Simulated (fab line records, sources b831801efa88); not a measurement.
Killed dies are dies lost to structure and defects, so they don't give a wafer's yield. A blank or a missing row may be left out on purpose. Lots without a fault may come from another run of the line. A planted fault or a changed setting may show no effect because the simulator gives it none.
Chamber matching | flow sky130 | SKY_LI_CONTACT_ETCH_15 on rie_diel-01: 4 sister chambers
The step etches PSG in C4F8/O2/Ar, stops on Si, target depth 600 nm. 20 wafers are shown with their chamber, then 10 later ones without.

WAFERS WITH THEIR CHAMBER
wafer  | chamber | oes_product_au (a.u.) | chamber_pressure_mTorr (mTorr)
L080.1 | 2       | 0.843                 | 39.97
L080.2 | 1       | 0.834                 | 39.95
L080.5 | 1       | 0.829                 | 40.04
L082.1 | 0       | 0.831                 | 39.94
L082.2 | 1       | 0.839                 | 39.96
L082.5 | 2       | 0.842                 | 40.08
L087.4 | 0       | 0.841                 | 39.94
L087.5 | 1       | 0.835                 | 39.94
L087.6 | 0       | 0.841                 | 39.97
L089.1 | 0       | 0.833                 | 39.95
L089.4 | 1       | 0.829                 | 40.08
L089.6 | 3       | 0.842                 | 40.00
L090.1 | 3       | 0.838                 | 39.99
L090.2 | 1       | 0.837                 | 40.01
L090.6 | 0       | 0.832                 | 40.00
L093.1 | 2       | 0.835                 | 39.94
L093.2 | 1       | 0.831                 | 39.95
L093.5 | 1       | 0.841                 | 39.94
L092.2 | 3       | 0.842                 | 39.95
L092.4 | 1       | 0.837                 | 39.99

SIGNATURES (means of the wafers above)
reading                | chamber 0 | chamber 1 | chamber 2 | chamber 3 | scatter within a chamber
oes_product_au         | 0.83560   | 0.83467   | 0.84000   | 0.84067   | 0.0043
chamber_pressure_mTorr | 39.9600   | 39.9844   | 39.9967   | 39.9800   | 0.0466
Rule: a wafer's distance from a chamber is the root of the sum, over the readings, of the square of ((its reading less the chamber's mean) divided by the reading's scatter). The wafer belongs to the nearest chamber; if the next one is less than 2 further off, it can't be placed. The scatter: the root of (the sum of the squares of (reading less its chamber's mean) over the shown wafers, divided by (wafers less chambers)).

WAFERS WITHOUT THEIR CHAMBER
wafer  | oes_product_au (a.u.) | chamber_pressure_mTorr (mTorr)
L092.5 | 0.830                 | 39.98
L094.1 | 0.840                 | 40.03
L094.4 | 0.832                 | 39.96
L094.5 | 0.845                 | 40.00
L095.2 | 0.833                 | 40.00
L095.3 | 0.836                 | 40.02
L095.6 | 0.834                 | 39.99
L096.2 | 0.850                 | 40.03
L096.3 | 0.839                 | 39.99
L096.6 | 0.840                 | 40.05

WHICH CHAMBER EACH WENT THROUGH
wafer  | from the rows above               | in truth
L092.5 | can't be placed: 1 or 0 or 2 or 3 | 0
L094.1 | can't be placed: 2 or 3 or 1 or 0 | 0
L094.4 | can't be placed: 1 or 0 or 2 or 3 | 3
L094.5 | can't be placed: 3 or 2 or 0 or 1 | 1
L095.2 | can't be placed: 1 or 0 or 2 or 3 | 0
L095.3 | can't be placed: 1 or 2 or 0 or 3 | 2
L095.6 | can't be placed: 1 or 0 or 2 or 3 | 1
L096.2 | can't be placed: 3 or 2 or 0 or 1 | 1
L096.3 | can't be placed: 2 or 3 or 1 or 0 | 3
L096.6 | can't be placed: 2 or 3 or 1 or 0 | 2
Placed correctly: 0 of 10. Can't be placed from these rows: 10 (the true chamber is among the candidates in 10). Placed wrongly: 0.
